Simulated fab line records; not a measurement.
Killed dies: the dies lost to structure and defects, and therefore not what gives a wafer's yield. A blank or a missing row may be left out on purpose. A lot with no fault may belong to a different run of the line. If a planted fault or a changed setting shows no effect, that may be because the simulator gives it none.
A single fault, viewed from 2 desks ; flow sky130 ; numbers are kept per desk, each desk with only its own; the story behind them comes last

## THE METROLOGY DESK
Lot by lot, what the gauges showed, no matter which tool ran the lot: averages of those sampled wafers that carry a number. The brackets show how far a lot's mean lies from the usual mean; more than 4 standard deviations puts the lot out of limits, marked OUT.
Columns: A = CAP2M_TIN_THK at SKY_CAP2M_THK_MEAS_04, usual 198.3 nm; B = VIA4_OVL at SKY_VIA4_OVL_MEAS_11, usual 2.0 nm
lot;first seen here;A;B
L330;day 39 06:40;198.9;0.8
L332;day 40 08:08;198.3;3.5
L334;day 40 18:11;196.9;1.4
L335;day 41 08:19;195.9;1.6
L336;day 41 22:38;195.2;2.0
L337;day 42 01:22;197.6;1.6
L338;day 42 02:43;198.6;-0.1
L339;day 43 01:24;201.4;1.1
L340;day 43 04:50;198.6;4.8
L343;day 43 12:52;194.1;2.3
L344;day 43 19:13;200.7;1.7
L348;day 45 02:04;198.9;2.1
L349;day 45 02:51;199.5;0.7
Result from this desk: across the 13 lots, nothing is out of limits.

## TOOL OWNER'S DESK, lpcvd-01
The tool's own readings at SKY_POLY_GATE_CVD_00 (deposits poly-Si, target thk 180 nm, time 720 s): means of the sampled wafers that have a number, for each lot that ran on this tool. The brackets show how far a lot's mean lies from the usual mean; more than 4 standard deviations puts the lot out of limits, marked OUT.
Columns: A = spike_tc_upper_C at SKY_POLY_GATE_CVD_00, usual 619.3 C
lot;first seen here;A
L330;day 13 13:26;619.8
L332;day 14 12:34;619.3
L334;day 15 05:17;619.5
L335;day 15 16:49;619.7
L336;day 16 08:10;618.9
L337;day 16 15:13;619.4
L338;day 16 18:00;620.0
L339;day 17 20:34;619.0
L340;day 18 02:22;619.1
L343;day 18 18:58;619.8
L344;day 18 21:40;620.4
L348;day 20 15:43;618.8
L349;day 20 19:10;620.0
Result from this desk: across the 13 lots, nothing is out of limits.

## BROUGHT TOGETHER
From the metrology desk's view, nothing was out of limits.
The desk of the tool owner found nothing out of limits.

## WHAT THE SIMULATOR PUT IN
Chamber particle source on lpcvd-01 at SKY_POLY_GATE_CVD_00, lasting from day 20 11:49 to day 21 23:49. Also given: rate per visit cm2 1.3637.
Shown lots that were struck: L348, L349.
